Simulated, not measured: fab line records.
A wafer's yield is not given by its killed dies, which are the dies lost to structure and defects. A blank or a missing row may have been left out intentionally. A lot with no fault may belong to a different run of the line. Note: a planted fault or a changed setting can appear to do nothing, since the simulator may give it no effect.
Which tool was responsible?    flow sky130    12 lots with 36 wafers sampled at 4 steps, on a route of 708 steps

WHAT THE GAUGES READ, wafer by wafer
SKY_NWELL_RS_MEAS_31: measurement is done with a four-point probe.
lot   measured      on             PWDE_RS (ohm/sq)
L470  day 5 11:31   film metro-02  5261 5291 5271
L471  day 5 15:34   film metro-02  5247 5246 5241
L473  day 6 10:17   film metro-02  5284 5260 5251
L474  day 6 17:07   film metro-04  5257 5253 5243
L476  day 7 03:13   film metro-02  5280 5284 5276
L479  day 8 04:26   film metro-02  5283 5289 5291
L481  day 8 10:31   film metro-02  5271 5294 5280
L484  day 9 04:05   film metro-04  5262 5274 5282
L488  day 10 09:05  film metro-03  5258 5286 5278
L489  day 10 12:40  film metro-03  5281 5295 5283
L490  day 10 19:01  film metro-02  5285 5271 5303
L492  day 11 04:10  film metro-02  5268 5290 5279

SKY_SONOS_TUNNEL_TW_MEAS_12.
lot   measured      on             SONOS_TUNNEL_TW
L470  day 11 14:25  film metro-04  197.9 197.6 198.2
L471  day 11 19:50  film metro-04  197.3 197.5 197.7
L473  day 12 18:25  film metro-01  196.4 197.0 197.1
L474  day 13 04:38  film metro-01  198.2 197.7 197.4
L476  day 13 16:40  film metro-01  197.6 196.5 197.7
L479  day 15 02:04  film metro-04  199.1 199.0 199.3
L481  day 15 10:37  film metro-02  199.2 198.2 199.4
L484  day 16 08:55  film metro-04  224.5 223.8 223.9
L488  day 17 21:37  film metro-01  222.0 221.6 222.5
L489  day 18 03:34  film metro-04  202.0 201.9 202.2
L490  day 18 10:55  film metro-01  196.6 196.9 196.6
L492  day 18 23:58  film metro-01  196.8 195.6 196.7

SKY_SONOS_ONO_THK_MEAS_03.
lot   measured      on             SONOS_ONO_CVD_02_THK (nm)
L470  day 11 17:53  film metro-01  10.43 10.43 10.40
L471  day 11 23:47  film metro-01  10.41 10.48 10.62
L473  day 12 21:20  film metro-01  10.41 10.47 10.56
L474  day 13 09:55  film metro-04  10.40 10.46 10.43
L476  day 13 20:58  film metro-04  10.56 10.60 10.53
L479  day 15 08:40  film metro-03  10.63 10.49 10.58
L481  day 15 19:26  film metro-04  10.59 10.48 10.68
L484  day 16 11:48  film metro-03  10.58 10.62 10.71
L488  day 18 02:55  film metro-04  10.45 10.51 10.57
L489  day 18 07:04  film metro-01  10.65 10.64 10.65
L490  day 18 17:22  film metro-03  10.55 10.50 10.42
L492  day 19 03:14  film metro-03  10.35 10.31 10.41

WHAT TOOL EACH LOT RAN ON (gives the tool, then ch and the chambers of the sampled wafers, and finally the start)
lot   SKY_SONOS_TUNNEL_IMPLANT_09
L470  implanter-03 ch 0, day 11 13:59
L471  implanter-02 ch 0, day 11 19:25
L473  implanter-02 ch 0, day 12 18:01
L474  implanter-04 ch 0, day 13 04:13
L476  implanter-02 ch 0, day 13 16:16
L479  implanter-02 ch 0, day 15 01:41
L481  implanter-03 ch 0, day 15 10:14
L484  implanter-03 ch 0, day 16 08:31
L488  implanter-03 ch 0, day 17 21:13
L489  implanter-04 ch 0, day 18 03:11
L490  implanter-02 ch 0, day 18 10:30
L492  implanter-02 ch 0, day 18 23:34
- SKY_SONOS_TUNNEL_IMPLANT_09

WHAT THE TOOLS THEMSELVES READ (means of the sampled wafers that have a number; where no wafer has one, the mark that the record gives instead)
SKY_SONOS_TUNNEL_IMPLANT_09.
lot   tool          beam on s (s)  dose ions cm2  faraday current uA
L470  implanter-03  9.99           1.0009e+12     5.66
L471  implanter-02  9.96           1.0007e+12     5.65
L473  implanter-02  9.97           1.0006e+12     5.66
L474  implanter-04  9.96           1.0012e+12     5.67
L476  implanter-02  9.87           9.9987e+11     5.74
L479  implanter-02  9.98           1.0000e+12     5.64
L481  implanter-03  10.17          9.9970e+11     5.53
L484  implanter-03  9.99           1.5472e+12     8.74
L488  implanter-03  9.87           1.5454e+12     8.82
L489  implanter-04  10.10          9.9987e+11     5.58
L490  implanter-02  10.21          1.0007e+12     5.53
L492  implanter-02  10.00          1.0009e+12     5.63

THE ANSWER, worked out from the rows above alone
Rule: what is usual is taken from the lots themselves. Put in order of their means at a reading, lots are off if they are a third of the lots or fewer, leave a main group of 4 or more, and stand apart from it by a gap of 3 or more times the standard deviation of the main group's means; of several such gaps the widest counts. A main group whose means are all the same, to the digits that the tables above print for the reading, isn't used. A lot without any number at a reading at which 4 lots or more have one is off too. The other lots that the step has rows for count as sound. First the gauges in route order, then the tools' own readings, where a lot's mean is used as printed above. At the first step where some lot is off, the reading lying furthest off is the one used; lots without a number count as furthest.
Off: L484, L488, at SKY_SONOS_TUNNEL_TW_MEAS_12 (SONOS_TUNNEL_TW). Mean 198.0 and standard deviation 1.6 in the main group.
If a tool, at a process step before that reading, ran all the lots that are off and no sound lot after the first of them, it fits. The gauges at SKY_SONOS_TUNNEL_TW_MEAS_12 aren't tried: what is off there is off at SKY_SONOS_TUNNEL_IMPLANT_09 too, on other tools, and a gauge's error can't cause that. One fits: SKY_SONOS_TUNNEL_IMPLANT_09 on implanter-03. A fault onset in the window from L481 (day 15 10:14, its last sound lot) to L484 (day 16 08:31, its first lot off) fits.
The tool's own readings at SKY_SONOS_TUNNEL_IMPLANT_09 bear it out: on the lots that are off they differ by more than 5 times the standard deviation of the sound lots' means. dose ions cm2 reads 1.5463e+12 there against 1.0004e+12 on the sound lots; faraday current uA reads 8.78 there against 5.63 on the sound lots.

WHAT HAD BEEN PUT IN BY THE SIMULATOR
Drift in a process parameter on implanter-03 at SKY_SONOS_TUNNEL_IMPLANT_09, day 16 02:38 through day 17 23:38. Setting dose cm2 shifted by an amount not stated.
Struck lots among those shown: L484, L488. The rule above found the same.
